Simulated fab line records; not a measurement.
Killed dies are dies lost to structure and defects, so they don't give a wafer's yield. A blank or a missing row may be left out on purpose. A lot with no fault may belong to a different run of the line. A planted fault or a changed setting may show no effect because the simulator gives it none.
fab line records	flow sky130
[record] lots = 5	wafers = 15	lastDay = 49
route steps=708 shown METAL3@563 VIA3@573 METAL4@598 PAD_OPEN@708
lots that met no fault: from a run of the same line without faults
startH: start of the lot's first displayed wafer, in hours after the record's first day	waitH: hours since the lot's step before	" the same as in the row above	L1.1+2: one row covering several wafers at once	- value missing, or start not given	* or withheld: withheld	< > ~ a bound
route shown NAME@n: NAME is a module with steps in the file, n the number in the route of the first one	usual: mean/standard deviation of fault-free wafers	same: alike in all rows	chamber/n: place in a boat	sites: readings site by site	_std_site: the standard deviation of these	_edge_site: mean of outer sites minus mean of inner sites	radiusMm: how far each site lies from the wafer's centre	mask NAME#n: copy n	behind: the tool/chamber that last shaped the wafer	hold: why the lot went on hold/how many hours it stayed there/how the hold came to an end	device: which transistor (n, p or np) failed to switch	end of line: tests of these same wafers at the route's end	a step without rows: its recipe alone	killed: dies lost to structure and defects at the first sort, not the wafer's yield	map: the dies of a wafer, with x for killed, . for not killed, _ for no die there
set.NAME: the run value of the setting; set.NAME@STEP: its run value at that earlier step	model.NAME: the simulator's own value behind a step, which no gauge read
a table for each step, a row for each wafer; lots at some steps of the route
services: when a tool's chamber went out of use (startH, in hours from the record's first day, below 0 if earlier), for how many hours, and the reason
[[steps]]
[step SKY_METAL3_CD_MEAS_13]
[recipe] targetCdNm = 300
[usual] cdNm = 300.6/1.2
lot.wafer	tool	chamber	startH	waitH	cdNm
L665.1	cdSem-02	-	925.59	-	300.5
L665.3	"	-	"	"	301.7
L665.5	"	-	"	"	302.7
L668.2	cdSem-02	-	956.77	-	304.3
L668.4	"	-	"	"	301.7
L668.5	"	-	"	"	302.0
L667.1	cdSem-02	-	958.97	-	299.5
L667.4	"	-	"	"	301.4
L667.6	"	-	"	"	301.2
L677.1	cdSem-01	-	1002.34	-	299.8
L677.2	"	-	"	"	300.1
L677.4	"	-	"	"	300.0
L682.1	cdSem-02	-	1033.65	-	301.0
L682.2	"	-	"	"	301.2
L682.5	"	-	"	"	301.0
[step SKY_METAL3_OVL_MEAS_14]
[usual] METAL3_OVL = 4/5.8
lot.wafer	tool	chamber	startH	waitH	METAL3_OVL[nm]
L665.1	overlay-02	-	925.71	0.1	2
L665.3	"	-	"	"	5
L665.5	"	-	"	"	-1
L668.2	overlay-01	-	956.88	0.1	3
L668.4	"	-	"	"	11
L668.5	"	-	"	"	-1
L667.1	overlay-01	-	959.09	0.1	-12
L667.4	"	-	"	"	2
L667.6	"	-	"	"	1
L677.1	overlay-01	-	1002.46	0.1	7
L677.2	"	-	"	"	2
L677.4	"	-	"	"	-2
L682.1	overlay-01	-	1033.77	0.1	7
L682.2	"	-	"	"	7
L682.5	"	-	"	"	5
[step SKY_METAL3_DESCUM_15]
[recipe] chemistry = O2	sourcePowerW = 150	biasPowerW = 0	pressureMtorr = 10	tempC = 40	timeS = 8
[step SKY_METAL3_ETCH_16]
[recipe] chemistry = N2/H2	target = BARC	ionEnergyEv = 200	biasW = 100	pressureMtorr = 30	n2FlowSccm = 100	h2FlowSccm = 200	icpW = 500	stopOn = SiO2	timeS = 88.2	targetDepthA = 600
[usual] drypumpMotorCurrentA = 5.87/0.2	oesProductAu = 0.626/0.0049	throttleValvePct = 13.204/0.0096
lot.wafer	tool	chamber	startH	waitH	drypumpMotorCurrentA	oesProductAu	rfHoursCounterH	throttleValvePct
L665.1	rieMetal-03	0	925.78	0.0	5.58	0.623	14	13.203
L665.3	"	0	"	"	5.57	0.627	-	13.205
L665.5	"	0	"	"	5.60	0.619	-	13.209
L668.2	rieMetal-03	1	956.94	0.0	5.62	0.618	10	13.208
L668.4	"	1	"	"	5.64	0.632	-	13.178
L668.5	"	0	"	"	5.58	0.636	-	13.215
L667.1	rieMetal-02	1	959.16	0.0	5.97	0.625	12	13.185
L667.4	"	1	"	"	5.94	0.622	-	13.211
L667.6	"	0	"	"	5.89	0.616	-	13.195
L677.1	rieMetal-02	0	1002.53	0.0	5.87	0.631	5	13.208
L677.2	"	1	"	"	5.98	0.620	14	13.212
L677.4	"	1	"	"	5.95	0.620	-	13.196
L682.1	rieMetal-03	0	1033.84	0.0	5.58	0.626	21	13.211
L682.2	"	1	"	"	5.65	0.628	14	13.202
L682.5	"	0	"	"	5.58	0.628	-	13.210
[step SKY_METAL3_ETCH_17]
[recipe] target = SiO2	stopOn = TiN	chemistry = C4F8/O2/Ar	sourceW = 1500	biasW = 1200	pressureMtorr = 40	c4f8FlowSccm = withheld	O2_flow_sccm = 6	Ar_flow_sccm = 300	timeS = 3.9	targetDepthA = 150
[usual] oesProductAu = 0.754/0.0074
lot.wafer	tool	chamber	startH	waitH	oesProductAu	rfHoursCounterH
L665.1	rieDiel-04	1	925.88	0.1	0.745	15
L665.3	"	2	"	"	0.752	14
L665.5	"	1	"	"	0.754	-
L668.2	rieDiel-04	3	957.04	0.1	0.744	15
L668.4	"	1	"	"	0.746	16
L668.5	"	2	"	"	0.752	-
L667.1	rieDiel-04	3	959.26	0.1	0.756	15
L667.4	"	2	"	"	0.747	15
L667.6	"	0	"	"	0.761	-
L677.1	rieDiel-03	3	1002.63	0.1	0.758	18
L677.2	"	0	"	"	0.747	17
L677.4	"	1	"	"	0.756	6
L682.1	rieDiel-04	3	1033.94	0.1	0.756	18
L682.2	"	1	"	"	0.753	19
L682.5	"	3	"	"	0.754	-
[step SKY_METAL3_METAL_ETCH_18]
[recipe] targetDepthA = 8450	stopOn = SiO2	overEtchFrac = 0.3	timeS = 183.1	chemistry = Cl2/BCl3	resistSidewallDeg = 88	pressureMtorr = 10	icpW = 900	biasW = 48.5	Cl2_flow_sccm = 60	bcl3FlowSccm = 30
[usual] drypumpMotorCurrentA = 5.90/0.24	oesProductAu = 0.867/0.0055	throttleValvePct = 22.265/0.0099
lot.wafer	tool	chamber	startH	waitH	drypumpMotorCurrentA	oesProductAu	rfHoursCounterH	throttleValvePct
L665.1	rieMetal-01	0	925.89	0.0	6.20	0.876	4	22.272
L665.3	"	1	"	"	6.03	0.866	-	22.267
L665.5	"	0	"	"	6.21	0.873	-	22.258
L668.2	rieMetal-01	0	957.05	0.0	6.20	0.874	6	22.244
L668.4	"	1	"	"	6.03	0.869	-	22.288
L668.5	"	0	"	"	6.20	0.857	-	22.266
L667.1	rieMetal-01	1	959.28	0.0	6.04	0.864	13	22.252
L667.4	"	0	"	"	6.25	0.854	-	22.263
L667.6	"	0	"	"	6.22	0.864	-	22.251
L677.1	rieMetal-01	0	1002.65	0.0	6.22	0.864	8	22.269
L677.2	"	1	"	"	6.07	0.863	16	22.281
L677.4	"	1	"	"	6.04	0.870	-	22.274
L682.1	rieMetal-02	0	1033.95	0.0	5.88	0.855	7	22.256
L682.2	"	1	"	"	5.98	0.867	16	22.265
L682.5	"	0	"	"	5.87	0.868	-	22.256
[step SKY_METAL3_STRIP_19]
[recipe] chemistry = O2/N2	powerW = 1400	pressureMtorr = 1500	platenTempC = withheld	o2FlowSccm = 3000	n2FlowSccm = 300	overashFraction = 0.5
[step SKY_METAL3_STRIP_20]
[recipe] chemistry = postEtchResidueRemover	timeS = 1200	tempC = 72.5
[step SKY_METAL3_CLEAN_21]
[recipe] chemistry = IPA	timeS = 180	tempC = 25
[step SKY_METAL3_CLEAN_22]
[recipe] chemistry = O3/DIW	dry = n2Spin
[step SKY_VIA3_HDPCVD_00]
[recipe] material = SiO2	targetThkNm = 1635	sigmaOpenFrac = 0.3	timeS = 272.5	tempC = 400	sih4FlowSccm = 60	pressureMtorr = 6
[step SKY_VIA3_THK_MEAS_01]
[recipe] reads = SiO2_of_VIA3_HDPCVD_00
[usual] VIA3_HDPCVD_THK = 1639/13
lot.wafer	tool	chamber	startH	waitH	VIA3_HDPCVD_THK[nm]
L665.1	filmMetro-03	-	926.87	0.1	1623
L665.3	"	-	"	"	1636
L665.5	"	-	"	"	1644
L668.2	filmMetro-04	-	958.00	0.1	1628
L668.4	"	-	"	"	1623
L668.5	"	-	"	"	1614
L667.1	filmMetro-04	-	960.21	0.1	1646
L667.4	"	-	"	"	1638
L667.6	"	-	"	"	1646
L677.1	filmMetro-03	-	1003.66	0.1	1630
L677.2	"	-	"	"	1648
L677.4	"	-	"	"	1654
L682.1	filmMetro-04	-	1034.90	0.1	1661
L682.2	"	-	"	"	1639
L682.5	"	-	"	"	1641
[step SKY_VIA3_CMP_02]
[recipe] material = SiO2	downForcePsi = 4	platenRpm = 60	padVelocityMS = 0.94248
[usual] motorCurrentA = 12.1/0.96	slurryFlowMlMin = 150.0/0.46
lot.wafer	tool	chamber	startH	waitH	motorCurrentA	slurryFlowMlMin	model.SiO2_of_VIA3_HDPCVD_00.thkNm
L665.3	cmp-01	0	926.98	0.1	12.2	149.4	464.5
L665.1	"	2	"	"	12.9	148.8	464.7
L665.5	"	3	"	"	10.1	149.3	464.6
L668.4	cmp-01	2	958.15	0.1	13.7	149.9	465.6
L668.2	"	3	"	"	10.8	149.7	464.4
L668.5	"	1	"	"	11.5	150.3	464.8
L667.1	cmp-01	2	960.37	0.1	12.9	149.7	464.5
L667.4	"	3	"	"	9.8	150.3	464.6
L667.6	"	1	"	"	12.1	150.5	464.1
L677.2	cmp-01	0	1003.72	0.0	13.0	149.4	464.3
L677.4	"	1	"	"	11.4	149.8	882
L677.1	"	3	"	"	9.6	150.1	465.2
L682.2	cmp-02	0	1034.96	0.0	12.9	150.0	465.2
L682.1	"	3	"	"	11.8	149.6	464.8
L682.5	"	1	"	"	13.2	149.6	465.5
[step SKY_VIA3_BOW_MEAS_03]
[recipe] mode = bow
[usual] VIA3_BOW = 82/7.5
lot.wafer	tool	chamber	startH	waitH	VIA3_BOW[um]
L665.1	filmMetro-04	-	927.23	0.1	84
L665.3	"	-	"	"	91
L665.5	"	-	"	"	95
L668.2	filmMetro-03	-	958.37	0.1	87
L668.4	"	-	"	"	87
L668.5	"	-	"	"	77
L667.1	filmMetro-03	-	960.57	0.1	78
L667.4	"	-	"	"	75
L667.6	"	-	"	"	83
L677.1	filmMetro-03	-	1004.02	0.1	68
L677.2	"	-	"	"	69
L677.4	"	-	"	"	101
L682.1	filmMetro-04	-	1035.26	0.1	82
L682.2	"	-	"	"	86
L682.5	"	-	"	"	95
[step SKY_VIA3_DEHYDRATE_04]
[recipe] tempC = 200	timeS = 60
[step SKY_VIA3_HMDS_05]
[recipe] primeTimeS = 60	primeTempC = 120
[step SKY_VIA3_COAT_06]
[recipe] resist = BARC	tempC = withheld	timeS = withheld	spinRpm = 3000	resistThkNm = 60
[step SKY_VIA3_COAT_07]
[recipe] resist = KrF-thick	spinRpm = 3000	resistThkNm = 450
[step SKY_VIA3_SOFTBAKE_08]
[recipe] tempC = 100	timeS = 90	resist = KrF-thick
[step SKY_VIA3_EXPOSE_09]
[recipe] maskId = VIM3	na = 0.8	sourceShape = annular	sigmaInner = 0.55	sigmaOuter = 0.85	targetCdNm = 200	doseMj = 38
[step SKY_VIA3_PEB_10]
[recipe] pebTempC = withheld	pebTimeS = withheld	resist = KrF-thick
[step SKY_VIA3_DEVELOP_11]
[recipe] developTimeS = 60	resist = KrF-thick	devTempC = 21
[step SKY_VIA3_CD_MEAS_12]
[recipe] targetCdNm = 200
[usual] cdNm = 200.0/1.5
lot.wafer	tool	chamber	startH	waitH	cdNm
L665.1	cdSem-01	-	951.69	-	201.1
L665.3	"	-	"	"	202.7
L665.5	"	-	"	"	200.2
L668.2	cdSem-01	-	983.16	-	201.5
L668.4	"	-	"	"	200.6
L668.5	"	-	"	"	202.5
L667.1	cdSem-01	-	985.14	-	198.5
L667.4	"	-	"	"	198.2
L667.6	"	-	"	"	199.4
L677.1	cdSem-02	-	1027.15	-	199.5
L677.2	"	-	"	"	198.7
L677.4	"	-	"	"	198.5
L682.1	cdSem-02	-	1057.49	-	201.8
L682.2	"	-	"	"	204.0
L682.5	"	-	"	"	203.0
[step SKY_VIA3_OVL_MEAS_13]
[usual] VIA3_OVL = -4/5.5
lot.wafer	tool	chamber	startH	waitH	VIA3_OVL[nm]
L665.1	overlay-02	-	951.81	0.1	-10
L665.3	"	-	"	"	-5
L665.5	"	-	"	"	-9
L668.2	overlay-02	-	983.27	0.1	-8
L668.4	"	-	"	"	-10
L668.5	"	-	"	"	-4
L667.1	overlay-01	-	985.26	0.1	-10
L667.4	"	-	"	"	-5
L667.6	"	-	"	"	-1
L677.1	overlay-02	-	1027.27	0.1	-1
L677.2	"	-	"	"	1
L677.4	"	-	"	"	1
L682.1	overlay-01	-	1057.61	0.1	-7
L682.2	"	-	"	"	-7
L682.5	"	-	"	"	-3
[step SKY_VIA3_ETCH_14]
[recipe] chemistry = N2/H2	target = BARC	ionEnergyEv = 200	sourceW = 500	biasW = 100	pressureMtorr = 30	n2FlowSccm = 100	h2FlowSccm = 200	stopOn = SiO2	timeS = 45.9	targetDepthA = 600
[step SKY_VIA3_ETCH_15]
[recipe] target = SiO2	chemistry = C4F8/O2/Ar	targetDepthNm = 507	stopOn = TiN	maskMaterial = KrF-thick	sourceW = 1500	biasW = 1200	pressureMtorr = 40	c4f8FlowSccm = withheld	O2_flow_sccm = 6	Ar_flow_sccm = 300	timeS = 78
[usual] oesProductAu = 0.945/0.0046
lot.wafer	tool	chamber	startH	waitH	oesProductAu	model.VIA3.featureDepthNm	model.etch.depthNm
L665.1	rieDiel-03	3	951.89	0.0	0.950	464.7	464.7
L665.3	"	2	"	"	0.947	464.5	464.5
L665.5	"	0	"	"	0.953	464.6	464.6
L668.2	rieDiel-04	1	983.34	0.0	0.947	464.4	464.4
L668.4	"	2	"	"	0.935	465.6	465.6
L668.5	"	1	"	"	0.941	464.8	464.8
L667.1	rieDiel-04	3	985.34	0.0	0.941	464.5	464.5
L667.4	"	0	"	"	0.938	464.6	464.6
L667.6	"	0	"	"	0.949	464.1	464.1
L677.1	rieDiel-03	1	1027.35	0.0	0.952	465.2	465.2
L677.2	"	2	"	"	0.944	464.3	464.3
L677.4	"	0	"	"	1.002	510.2	510.2
L682.1	rieDiel-04	2	1057.69	0.0	0.948	464.8	464.8
L682.2	"	0	"	"	0.942	465.2	465.2
L682.5	"	3	"	"	0.951	465.5	465.5
[step SKY_VIA3_STRIP_16]
[recipe] chemistry = O2/N2	powerW = 1400	pressureMtorr = 1500	platenTempC = withheld	o2FlowSccm = 3000	n2FlowSccm = 300	overashFraction = 0.5
[step SKY_VIA3_STRIP_17]
[recipe] chemistry = postEtchResidueRemover	timeS = 1200	tempC = 72.5
[step SKY_VIA3_CLEAN_18]
[recipe] chemistry = IPA	timeS = 180	tempC = 25
[step SKY_VIA3_CLEAN_19]
[recipe] chemistry = O3/DIW	dry = n2Spin
[step SKY_VIA3_SPUTTER_20]
[recipe] material = TiN	targetThkNm = 20	chamberPressurePa = 5	powerW = 4000	timeS = 80
[step SKY_VIA3_CVD_21]
[recipe] material = W	targetThkNm = 390	timeS = 117.31	tempC = 400	pressureTorr = 40
[usual] heaterPowerW = 856/83
lot.wafer	tool	chamber	startH	waitH	heaterPowerW	sinceWetCleanH
L665.1	cvdW-01	1	952.61	0.0	721	35
L665.3	"	1	"	"	700	-
L665.5	"	0	"	"	821	-
L668.2	cvdW-01	0	984.05	0.0	814	66
L668.4	"	1	"	"	695	-
L668.5	"	1	"	"	708	-
L667.1	cvdW-02	1	986.11	0.0	933	582
L667.4	"	0	"	"	906	-
L667.6	"	0	"	"	912	-
L677.1	cvdW-02	1	1028.16	0.0	910	624
L677.2	"	0	"	"	906	624
L677.4	"	1	"	"	917	-
L682.1	cvdW-02	0	1058.40	0.0	907	654
L682.2	"	1	"	"	938	654
L682.5	"	0	"	"	925	-
[step SKY_VIA3_CMP_24]
[recipe] stopOn = SiO2	tOverpolishS = 20	downForcePsi = 3.5	platenRpm = 60	targetThkNm = 0	padVelocityMS = 0.94248
[usual] motorCurrentA = 11.0/0.89	slurryFlowMlMin = 150.0/0.47
lot.wafer	tool	chamber	startH	waitH	motorCurrentA	slurryFlowMlMin	model.SiO2_of_VIA3_HDPCVD_00.thkNm
L665.1	cmp-02	2	952.96	0.1	10.6	149.2	460.3
L665.3	"	3	"	"	11.4	149.8	460.1
L665.5	"	2	"	"	11.1	150.1	460.2
L668.2	cmp-02	3	984.40	0.1	11.1	149.5	460
L668.4	"	1	"	"	11.6	149.9	461.2
L668.5	"	3	"	"	10.6	149.6	460.4
L667.1	cmp-02	2	986.59	0.2	11.3	150.2	460.1
L667.4	"	0	"	"	11.8	149.5	460.2
L667.6	"	3	"	"	10.9	150.2	459.7
L677.2	cmp-01	0	1028.46	0.0	11.0	151.3	459.9
L677.4	"	1	"	"	10.4	150.4	877.6
L677.1	"	2	"	"	11.9	150.0	460.8
L682.2	cmp-01	0	1058.81	0.1	12.1	149.9	460.8
L682.1	"	1	"	"	10.0	150.0	460.4
L682.5	"	3	"	"	9.5	149.0	461.1
[step SKY_METAL4_SPUTTER_00]
[recipe] material = Ti	targetThkNm = 15	powerW = 3000	timeS = 10	chamberPressurePa = 0.4
[usual] chamberPressurePa = 0.4000/0.00078	throttleValvePct = 30.2/0.73
lot.wafer	tool	chamber	startH	waitH	chamberPressurePa	throttleValvePct
L665.1	pvdSputter-03	-	953.21	0.2	0.4006	30.1
L665.3	"	-	"	"	0.4001	30.7
L665.5	"	-	"	"	0.4005	30.4
L668.2	pvdSputter-01	-	984.65	0.2	0.3993	29.8
L668.4	"	-	"	"	0.4013	30.4
L668.5	"	-	"	"	0.4007	31.1
L667.1	pvdSputter-03	-	986.89	0.2	0.4007	30.9
L667.4	"	-	"	"	0.4002	30.2
L667.6	"	-	"	"	0.4001	30.1
L677.1	pvdSputter-01	-	1028.76	0.1	0.4005	28.8
L677.2	"	-	"	"	0.4015	30.8
L682.1	pvdSputter-02	-	1059.01	0.1	0.4010	29.7
L682.2	"	-	"	"	0.4003	30.2
L682.5	"	-	"	"	0.4003	28.7
[step SKY_PAD_OPEN_PROBE_99]
[usual] defectLimitedYield = 82.2/1.9	killed_at_M0_to_M3 = 43/6.5	killed_at_M4_up = 3.5/1.9	killedAtContacts = 24/5.4	killedAtFrontEnd = 16/4.8	killedAtOther = 0.4/0.64	killedDies = 87/9.4	killedOnRim = 18/4.1	killedOpen = 47/7	killedShort = 40/6.3	sort_bin_3_pad_short = 0.9/0.4	sort_bin_5_function = 10.5/1.4	sort_bin_6_memory = 6.3/1.1	sortNPass = 405/9.4	sortYieldPct = 82.2/1.9
[same] grossDies = 492	killedAtBackSide = 0	sort_bin_4_leakage[%] = 0	sort_bin_8_speed[%] = 0
lot.wafer	tool	chamber	startH	waitH	defectLimitedYield[%]	killed_at_M0_to_M3	killed_at_M4_up	killedAtContacts	killedAtFrontEnd	killedAtOther	killedDies	killedOnRim	killedOpen	killedShort	sort_bin_3_pad_short[%]	sort_bin_5_function[%]	sort_bin_6_memory[%]	sortNPass	sortYieldPct[%]
L665.1	prober-02	-	1094.87	0.1	83.9	39	1	22	17	0	79	17	32	47	1.2	9.6	5.3	413	83.9
L665.3	prober-02	-	1094.97	0.2	80.3	62	3	18	14	0	97	20	56	41	1.2	12.2	6.3	395	80.3
L665.5	prober-02	-	1095.07	0.2	86.4	32	2	15	18	0	67	15	32	34	0.8	7.3	5.5	425	86.4
L667.1	prober-02	-	1124.14	0.1	85.0	39	2	23	10	0	74	13	44	30	0.8	8.9	5.3	418	85.0
L667.4	prober-02	-	1124.29	0.2	81.7	54	5	24	7	0	90	22	47	43	0.6	10.8	6.9	402	81.7
L667.6	prober-02	-	1124.39	0.2	81.5	49	3	25	14	0	91	18	56	35	1.2	10.0	7.3	401	81.5
L677.4	prober-01	-	1157.46	0.2	0	458	2	22	10	0	492	96	36	35	0.4	94.9	4.7	0	0
// killed by level:class
L665.1 METAL2:geometricParticle:short=7 METAL1:geometricParticle:short=7 FIELD_ISO:geometricParticle:short=6 CONTACT:geometricParticle:open=6 VIA3:geometricParticle:short=6 POLY_GATE:geometricParticle:short=5 LI_CONTACT:geometricParticle:open=5 CONTACT:geometricParticle:short=5
L665.3 VIA1:geometricParticle:open=16 VIA3:geometricParticle:open=9 METAL2:geometricParticle:short=8 VIA2:geometricParticle:open=7 LI_CONTACT:geometricParticle:open=5 CONTACT:geometricParticle:open=5 METAL3:geometricParticle:short=5 FIELD_ISO:geometricParticle:open=4
L665.5 VIA1:geometricParticle:open=7 FIELD_ISO:geometricParticle:short=5 POLY_GATE:geometricParticle:open=5 LI_CONTACT:geometricParticle:open=5 METAL1:geometricParticle:short=5 CONTACT:geometricParticle:open=4 METAL2:geometricParticle:short=4 POLY_GATE:geometricParticle:short=3
L667.1 VIA1:geometricParticle:open=10 CONTACT:geometricParticle:open=10 VIA2:geometricParticle:open=7 METAL3:geometricParticle:short=5 LOCAL_INTERCONNECT:geometricParticle:short=5 VIA3:geometricParticle:open=4 SPACER:geometricParticle:open=3 LI_CONTACT:geometricParticle:open=3
L667.4 VIA1:geometricParticle:open=10 METAL2:geometricParticle:short=9 LI_CONTACT:geometricParticle:open=8 LOCAL_INTERCONNECT:geometricParticle:short=8 VIA3:geometricParticle:short=8 VIA2:geometricParticle:open=7 CONTACT:geometricParticle:open=7 VIA3:geometricParticle:open=7
L667.6 VIA1:geometricParticle:open=14 LI_CONTACT:geometricParticle:open=10 VIA2:geometricParticle:open=8 CONTACT:geometricParticle:open=8 VIA1:geometricParticle:short=6 VIA2:geometricParticle:short=5 FIELD_ISO:geometricParticle:short=4 POLY_GATE:geometricParticle:open=4
L677.4 VIA3:areaEtch=421 CONTACT:geometricParticle:open=9 METAL1:geometricParticle:short=6 VIA3:geometricParticle:short=5 VIA3:geometricParticle:open=5 FIELD_ISO:geometricParticle:short=4 LI_CONTACT:geometricParticle:open=4 LOCAL_INTERCONNECT:geometricParticle:short=4
// map L677.4 (x killed, . not)
__________xxxxxxxxxx_________
________xxxxxxxxxxxxxx_______
______xxxxxxxxxxxxxxxxxx_____
_____xxxxxxxxxxxxxxxxxxxx____
____xxxxxxxxxxxxxxxxxxxxxx___
___xxxxxxxxxxxxxxxxxxxxxxxx__
__xxxxxxxxxxxxxxxxxxxxxxxxxx_
_xxxxxxxxxxxxxxxxxxxxxxxxxxxx
_xxxxxxxxxxxxxxxxxxxxxxxxxxxx
_xxxxxxxxxxxxxxxxxxxxxxxxxxxx
_xxxxxxxxxxxxxxxxxxxxxxxxxxxx
_xxxxxxxxxxxxxxxxxxxxxxxxxxxx
_xxxxxxxxxxxxxxxxxxxxxxxxxxxx
_xxxxxxxxxxxxxxxxxxxxxxxxxxxx
_xxxxxxxxxxxxxxxxxxxxxxxxxxxx
__xxxxxxxxxxxxxxxxxxxxxxxxxx_
___xxxxxxxxxxxxxxxxxxxxxxxx__
____xxxxxxxxxxxxxxxxxxxxxx___
_____xxxxxxxxxxxxxxxxxxxx____
______xxxxxxxxxxxxxxxxxx_____
________xxxxxxxxxxxxxx_______
__________xxxxxxxxxx_________
// map L668.5 (x killed, . not)
__________.....x..x._________
________...x.xx..xx..._______
______x......x.....xx..._____
_____...x...x...x.x..x...____
____.xxx.x.....x......xx..___
___.xx..x...x....xx........__
__.x.xx..xx..x..x..xxx...x.._
_..x...xx.....x.............x
_.........xx....x.......x...x
_x...x..........x.........x..
_...x.................x.x..xx
_x.x..x......x..x............
_..........x.............xx..
_........x......x..x.xx.....x
_x.........x.........x...x..x
__............xx........x..._
___...x...........x......x.__
____.x....x..xx.......x...___
_____x........x..x....x..____
______x..............x.._____
________..x..........._______
__________....xx..x._________
[[services]]
tool	chamber	startH	hours	kind
cvdW-01	-	904.00	14.0	pm
cmp-02	-	912.00	4.0	pm
rieMetal-01	1	916.12	7.5	repair
cmp-02	-	916.32	6.9	pm
rieDiel-04	1	916.97	7.2	repair
cvdW-02	-	918.00	15.6	pm
cvdW-02	-	933.60	6.9	pm
rieMetal-03	1	933.70	7.2	repair
rieMetal-03	-	937.68	2.8	pm
pvdSputter-03	-	943.03	1.7	repair
rieMetal-02	1	969.27	1.8	repair
rieMetal-01	0	975.50	15.0	repair
rieMetal-03	1	980.39	20.4	repair
rieMetal-01	-	981.97	2.8	pm
pvdSputter-03	-	994.44	5.8	repair
cmp-02	-	994.74	6.1	pm
pvdSputter-03	-	995.29	14.7	repair
rieDiel-03	-	995.79	3.9	repair
cvdW-02	1	1005.81	16.1	repair
cvdW-02	-	1006.29	1.4	repair
cvdW-01	-	1011.43	1.9	repair
cmp-02	-	1014.51	2.5	repair
rieDiel-04	-	1025.73	2.8	pm
rieDiel-03	2	1039.05	7.4	repair
[[key]]
[firstSign] step = SKY_VIA3_ETCH_15	reading = oesProductAu	direction = up	sigmas = 12	usual = 0.945	struck = 1.002
[effect] step = SKY_PAD_OPEN_PROBE_99	reading = killed_at_M0_to_M3	direction = up	sigmas = 64	usual = 43	struck = 458
[modelEffect] step = SKY_VIA3_CMP_02	value = SiO2_of_VIA3_HDPCVD_00.thkNm	without = 465.8	struck = 882
[modelEffect] step = SKY_VIA3_ETCH_15	value = VIA3.featureDepthNm	without = 465.8	struck = 510.2
[modelEffect] step = SKY_VIA3_CMP_24	value = SiO2_of_VIA3_HDPCVD_00.thkNm	without = 461.4	struck = 877.6
[moreKillsBornAt] SKY_VIA3_ETCH_15@rieDiel-03 = 421
metAt SKY_VIA3_CMP_02
struckWafers L677.4
laterRowsLeftOut L677.4
onsetBetween 960.37 1003.72
[fault] kind = processParameterDrift	tool = cmp-01	chamber = -	onsetH = 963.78	steps = SKY_VIA3_CMP_02	channel = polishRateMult	offset = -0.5	shape = step	endH = 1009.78	scope = struckWafersOnly
// laterRowsLeftOut: the simulator's readings of these wafers behind a module that went badly wrong aren't trusted and aren't shown, but for the sort
